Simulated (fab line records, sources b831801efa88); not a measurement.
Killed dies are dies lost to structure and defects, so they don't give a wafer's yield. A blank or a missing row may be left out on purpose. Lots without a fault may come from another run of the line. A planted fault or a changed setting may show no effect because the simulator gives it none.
fab line records | flow sfq_line
record lots=13 wafers=38 last_day=86
route steps=325 shown L0V@26 I1@77 M3@131 I3@136 I7@298
lots that met no fault: from a run of the same line without faults
start_h: hours from the record's first day to the start of the lot's first wafer shown | wait_h: hours since the lot's step before | " the same as in the row above | L1.1+2: a row that stands for several wafers | - no value, or no start given | * or withheld: withheld | < > ~ a bound
route shown NAME@n: a module of which the file shows steps, and the number in the route of the first | usual: mean/standard deviation of fault-free wafers | same: alike in all rows | chamber/n: place in a boat | sites: the reading at each site | _std_site: their standard deviation | _edge_site: outer sites' mean less inner sites' | radius_mm: how far each site lies from the wafer's centre | mask NAME#n: copy n | behind: the tool/chamber that last shaped the wafer | hold: why the lot was held/for how many hours/how that ended | device: the transistor (n, p or np) that didn't switch | end of line: the same wafers' tests at the end of the route | a step without rows: its recipe alone | killed: dies lost to structure and defects at the first sort, not the wafer's yield | map: a wafer's dies, x killed, . not, _ none there
set.NAME: the setting as run; set.NAME@STEP: as run at that earlier step | model.NAME: the simulator's own value behind a step, which no gauge read
steps of the route over a sample of lots; a table a step, a row a wafer
services: from which hour (start_h, from the record's first day; less than 0 if before it) a tool's chamber was out of use, for how many hours, and why
## steps
# step SFQ_TRILAYER_L0_VIA_STRIP_STRIP_017
# recipe gas=O2 power_w=200 platen_temp_c=40 overash_fraction=0.65 chemistry=O2 pressure_mtorr=50
# usual drypump_motor_current_A=6.0/0.49 oes_product_au=1.003/0.012
# columns lot.wafer tool chamber start_h wait_h drypump_motor_current_A oes_product_au rf_hours_counter_h
L692.1 rie_metal-04 0 141.35 - 5.7 0.979 146
L692.2 " 0 " " 5.7 0.988 -
L692.3 " 0 " " 5.7 0.991 -
L693.2 rie_metal-01 1 153.35 - 5.3 1.022 178
L693.4 " 0 " " 5.6 1.021 -
L693.6 " 1 " " 5.3 1.015 -
L694.1 rie_metal-01 1 157.33 - 5.3 1.016 179
L694.2 " 0 " " 5.6 1.012 153
L694.4 " 0 " " 5.5 1.017 -
L696.1 rie_metal-03 1 185.37 - 6.6 1.009 89
L696.2 " 1 " " 6.6 1.000 -
L696.5 " 1 " " 6.6 1.016 -
L697.1 rie_metal-01 0 190.17 - 5.6 1.001 158
L697.3 " 0 " " 5.6 0.998 -
L697.4 " 1 " " 5.3 1.003 -
L699.1 rie_metal-04 1 197.37 - 5.6 0.991 23
L699.4 " 0 " " 5.7 0.992 -
L699.6 " 0 " " 5.7 0.988 -
L700.1 rie_metal-03 1 200.97 - 6.6 1.003 94
L700.3 " 1 " " 6.6 0.994 -
L700.4 " 1 " " 6.6 1.001 -
L704.2 rie_metal-03 0 221.78 - 6.2 1.016 191
L704.4 " 1 " " 6.6 1.003 -
L711.3 rie_metal-03 0 297.72 - 6.2 1.001 -
L711.4 " 1 " " 6.6 1.005 -
L711.6 " 1 " " 6.5 1.002 -
L712.1 rie_metal-03 0 309.52 - 6.2 1.025 10
L712.2 " 1 " " 6.5 1.014 112
L712.5 " 0 " " 6.2 1.023 -
L713.1 rie_metal-03 0 321.24 - 6.2 1.013 12
L713.2 " 1 " " 6.6 1.016 114
L713.3 " 0 " " 6.2 1.019 -
L714.2 rie_metal-04 1 326.04 - 5.6 0.989 41
L714.4 " 1 " " 5.6 0.990 -
L714.5 " 1 " " 5.5 0.991 -
L715.2 rie_metal-03 0 333.24 - 6.2 1.004 14
L715.3 " 1 " " 6.6 1.008 -
L715.6 " 0 " " 6.2 1.007 -
# step SFQ_TRILAYER_I1_VIA_LITHO_COAT_054
# recipe resist=BARC spin_rpm=3000 resist_thk_nm=62
# columns lot.wafer tool chamber start_h wait_h
L692.1+2+3 litho_track-02 0 503.69 1.0
L693.2+4+6 litho_track-03 0 537.46 0.8
L694.1+2+4 litho_track-01 0 549.66 1.0
L696.1+2+5 litho_track-01 0 580.32 1.0
L697.1+3+4 litho_track-02 0 591.66 1.0
L699.1+4+6 litho_track-03 0 616.78 1.0
L700.1+3+4 litho_track-02 0 618.58 1.0
L704.2+4 litho_track-02 0 655.33 0.8
L711.3+4+6 litho_track-03 0 748.06 0.7
L712.1+2+5 litho_track-03 0 781.44 1.0
L713.1+2+3 litho_track-01 0 787.44 1.0
L714.2+4+5 litho_track-02 0 794.94 0.8
L715.2+3+6 litho_track-03 0 802.49 0.8
# step SFQ_TRILAYER_M3_STRIP_STRIP_079
# recipe gas=O2 power_w=200 platen_temp_c=40 overash_fraction=0.65 chemistry=O2 pressure_mtorr=50
# usual drypump_motor_current_A=5.8/0.38 oes_product_au=1.003/0.013
# columns lot.wafer tool chamber start_h wait_h drypump_motor_current_A oes_product_au rf_hours_counter_h
L692.1 rie_metal-02 0 947.80 0.1 5.4 1.014 13
L692.2 " 1 " " 6.2 1.023 33
L692.3 " 1 " " 6.2 1.015 -
L693.2 rie_metal-04 1 950.20 0.1 5.5 1.000 125
L693.4 " 0 " " 5.7 0.997 -
L693.6 " 1 " " 5.5 0.996 -
L694.1 rie_metal-04 0 953.80 0.1 5.7 0.993 70
L694.2 " 1 " " 5.5 0.997 125
L694.4 " 0 " " 5.7 0.985 -
L696.1 rie_metal-04 0 957.40 0.1 5.7 0.987 71
L696.2 " 1 " " 5.5 0.985 126
L696.5 " 0 " " 5.7 0.988 -
L697.1 rie_metal-02 0 961.00 0.1 5.4 1.009 15
L697.3 " 0 " " 5.4 0.999 -
L697.4 " 1 " " 6.2 1.010 -
L699.1 rie_metal-04 0 964.60 0.1 5.7 0.990 72
L699.4 " 0 " " 5.7 0.987 -
L699.6 " 1 " " 5.6 0.991 -
L700.1 rie_metal-02 1 970.60 0.1 6.2 1.015 37
L700.3 " 0 " " 5.4 1.020 -
L700.4 " 1 " " 6.2 1.014 -
L704.2 rie_metal-04 0 1018.40 0.1 5.7 0.982 84
L704.4 " 1 " " 5.6 1.005 -
L711.3 rie_metal-02 0 1170.80 0.2 5.4 1.012 -
L711.4 " 1 " " 6.2 1.003 -
L711.6 " 0 " " 5.4 1.008 -
L712.1 rie_metal-03 1 1186.20 0.1 6.6 1.001 83
L712.2 " 0 " " 6.2 1.021 143
L712.5 " 1 " " 6.6 0.999 -
L713.1 rie_metal-03 1 1191.19 0.2 6.5 1.002 84
L713.2 " 1 " " 6.6 1.004 -
L713.3 " 1 " " 6.5 0.996 -
L714.2 rie_metal-02 0 1205.18 0.1 5.4 1.016 53
L714.4 " 1 " " 6.2 1.018 -
L714.5 " 0 " " 5.4 1.020 -
L715.2 rie_metal-02 0 1223.28 0.1 5.4 1.020 55
L715.3 " 0 " " 5.4 1.028 -
L715.6 " 1 " " 6.2 0.999 -
# step SFQ_TRILAYER_I3_METRO_MEASURE_083
# usual thk_nm=200.2/1.3
# columns lot.wafer tool chamber start_h wait_h thk_nm
L692.1 film_metro-03 - 953.09 0.1 200.2
L692.2 " - " " 201.8
L692.3 " - " " 199.7
L693.2 film_metro-01 - 958.70 0.3 201.8
L693.4 " - " " 199.4
L693.6 " - " " 199.4
L694.1 film_metro-04 - 961.50 0.1 198.6
L694.2 " - " " 201.6
L694.4 " - " " 200.5
L696.1 film_metro-01 - 968.09 0.1 198.5
L696.2 " - " " 200.5
L696.5 " - " " 198.6
L697.1 film_metro-03 - 971.09 0.1 200.5
L697.3 " - " " 199.7
L697.4 " - " " 201.0
L699.1 film_metro-03 - 976.50 0.1 201.8
L699.4 " - " " 199.7
L699.6 " - " " 200.1
L700.1 film_metro-01 - 985.50 0.1 201.6
L700.3 " - " " 198.4
L700.4 " - " " 199.7
L704.2 film_metro-04 - 1032.66 2.9 198.3
L704.4 " - " " 201.1
L704.2 film_metro-04 - 1034.09 1.2 198.6
L704.4 " - " " 201.3
L711.3 film_metro-01 - 1176.94 0.5 198.9
L711.4 " - " " 198.2
L711.6 " - " " 200.0
L712.1 film_metro-01 - 1197.54 0.1 197.1
L712.2 " - " " 199.1
L712.5 " - " " 199.2
L713.1 film_metro-01 - 1200.54 0.1 199.7
L713.2 " - " " 201.0
L713.3 " - " " 199.9
L714.2 film_metro-03 - 1209.35 0.3 200.4
L714.4 " - " " 203.1
L714.5 " - " " 200.7
L715.2 film_metro-03 - 1233.38 0.3 198.6
L715.3 " - " " 199.9
L715.6 " - " " 198.2
# step SFQ_I7_BOW_MEAS_946
# recipe mode=bow
# usual I7_BOW=4/11
# columns lot.wafer tool chamber start_h wait_h I7_BOW[um]
L692.1 film_metro-01 - 1644.19 1.5 -7
L692.2 " - " " -11
L692.3 " - " " -1
L693.2 film_metro-01 - 1647.21 1.0 5
L693.4 " - " " 10
L693.6 " - " " 7
L694.1 film_metro-02 - 1652.42 1.0 -8
L694.2 " - " " -13
L694.4 " - " " -3
L696.1 film_metro-02 - 1661.50 1.5 22
L696.2 " - " " 14
L696.5 " - " " 5
L697.1 film_metro-01 - 1828.16 2.0 6
L697.3 " - " " 6
L697.4 " - " " 14
L699.1 film_metro-03 - 1837.16 1.0 3
L699.4 " - " " 5
L699.6 " - " " 1
L700.1 film_metro-03 - 1843.98 1.0 -1
L700.3 " - " " -2
L700.4 " - " " -5
L704.2 film_metro-03 - 1861.18 2.0 8
L704.4 " - " " 8
L711.3 film_metro-01 - 1882.20 2.0 15
L711.4 " - " " 11
L711.6 " - " " 17
L712.1 film_metro-03 - 1883.45 1.0 38
L712.2 " - " " 29
L712.5 " - " " 27
L713.1 film_metro-01 - 1886.45 1.0 21
L713.2 " - " " 15
L713.3 " - " " 1
L714.2 film_metro-01 - 1890.54 1.0 -9
L714.4 " - " " -2
L714.5 " - " " -5
L715.2 film_metro-03 - 1892.47 1.5 6
L715.3 " - " " 2
L715.6 " - " " 1
## services
# columns tool chamber start_h hours kind
rie_metal-02 - 120.02 2.8 pm
rie_metal-04 1 132.15 14.7 repair
rie_metal-03 0 162.99 43.4 repair
rie_metal-04 0 166.68 8.0 repair
rie_metal-03 1 366.45 10.0 repair
rie_metal-03 - 456.07 0.9 repair
rie_metal-04 0 526.54 5.2 repair
rie_metal-03 - 540.77 2.8 pm
rie_metal-04 1 579.56 3.3 repair
rie_metal-04 - 624.32 2.8 pm
rie_metal-03 1 669.19 3.6 repair
rie_metal-04 0 682.35 22.8 repair
rie_metal-03 0 735.92 6.7 repair
rie_metal-04 - 750.68 1.3 repair
rie_metal-03 - 770.64 0.7 repair
rie_metal-04 - 804.54 0.7 repair
rie_metal-04 0 831.78 5.8 repair
rie_metal-04 - 877.55 0.2 repair
rie_metal-03 - 923.49 0.7 repair
rie_metal-03 0 985.05 1.3 repair
rie_metal-04 - 991.43 1.4 pm
rie_metal-04 - 1098.12 1.1 repair
rie_metal-04 - 1112.83 39.6 repair
rie_metal-03 - 1213.56 0.3 repair
## key
first_sign step=SFQ_TRILAYER_I3_METRO_MEASURE_083 reading=visit direction=added
effect none on later readings
met_at SFQ_TRILAYER_I1_VIA_LITHO_COAT_054
struck_lots L704
struck_wafers L704.2
not_acting_at SFQ_TRILAYER_L0_VIA_STRIP_STRIP_017,SFQ_TRILAYER_M3_STRIP_STRIP_079,SFQ_I7_BOW_MEAS_946
onset_between 618.58 655.33
fault kind=process_parameter_drift tool=litho_track-02 chamber=- onset_h=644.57 steps=SFQ_TRILAYER_I1_VIA_LITHO_COAT_054 channel=resist_thk_nm offset=2.6301 shape=step end_h=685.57 scope=struck_wafers_only acts_in=these_recipes_only stated=62
